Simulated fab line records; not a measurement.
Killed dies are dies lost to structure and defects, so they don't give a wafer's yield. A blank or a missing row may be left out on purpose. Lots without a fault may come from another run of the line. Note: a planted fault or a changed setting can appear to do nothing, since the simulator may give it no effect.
Matching of chambers + flow sky130 + 4 sister chambers for SKY_VIA3_CMP_02 on cmp-02
The step polishes SiO2. 8 wafers are shown with their chamber, then 7 later ones without.

== WAFERS, EACH WITH ITS CHAMBER ==
| wafer  | chamber | motor current A (A) |
|--------|---------|---------------------|
| L701.3 | 1       | 11.3                |
| L702.4 | 3       | 10.9                |
| L704.3 | 0       | 11.1                |
| L711.3 | 1       | 11.3                |
| L711.4 | 2       | 9.6                 |
| L711.5 | 3       | 10.5                |
| L713.1 | 2       | 10.2                |
| L713.4 | 0       | 12.0                |

== WAFERS WITHOUT THEIR CHAMBER ==
| wafer  | motor current A (A) |
|--------|---------------------|
| L713.6 | 10.7                |
| L717.1 | 11.6                |
| L717.2 | 9.9                 |
| L717.3 | 11.1                |
| L721.4 | 11.6                |
| L721.5 | 10.6                |
| L721.6 | 10.1                |

== EACH ONE'S CHAMBER ==
| wafer  | from the rows above          | in truth |
|--------|------------------------------|----------|
| L713.6 | can't be placed: 3 or 1 or 2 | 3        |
| L717.1 | can't be placed: 0 or 1      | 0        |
| L717.2 | can't be placed: 2 or 3      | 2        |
| L717.3 | can't be placed: 1 or 3 or 0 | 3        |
| L721.4 | can't be placed: 0 or 1      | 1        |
| L721.5 | can't be placed: 3 or 1 or 2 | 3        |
| L721.6 | can't be placed: 2 or 3      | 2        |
Correctly placed: 0 of 7. Cannot be placed on the basis of these rows: 7; the candidates contain the true chamber in 7. Wrongly placed: 0.
How it was worked out, from the rows above alone: a wafer's distance from a chamber is the root of the sum, over the readings, of the square of ((its reading less the chamber's mean) divided by the reading's scatter). If the next closest chamber is less than 2 further off than the closest, the wafer can't be placed; otherwise it belongs to the closest. The mean given for a chamber averages the wafers shown for that chamber. The scatter is the square root of a quotient: the sum, over the shown wafers, of each reading's squared deviation from its chamber's mean, divided by wafers minus chambers.
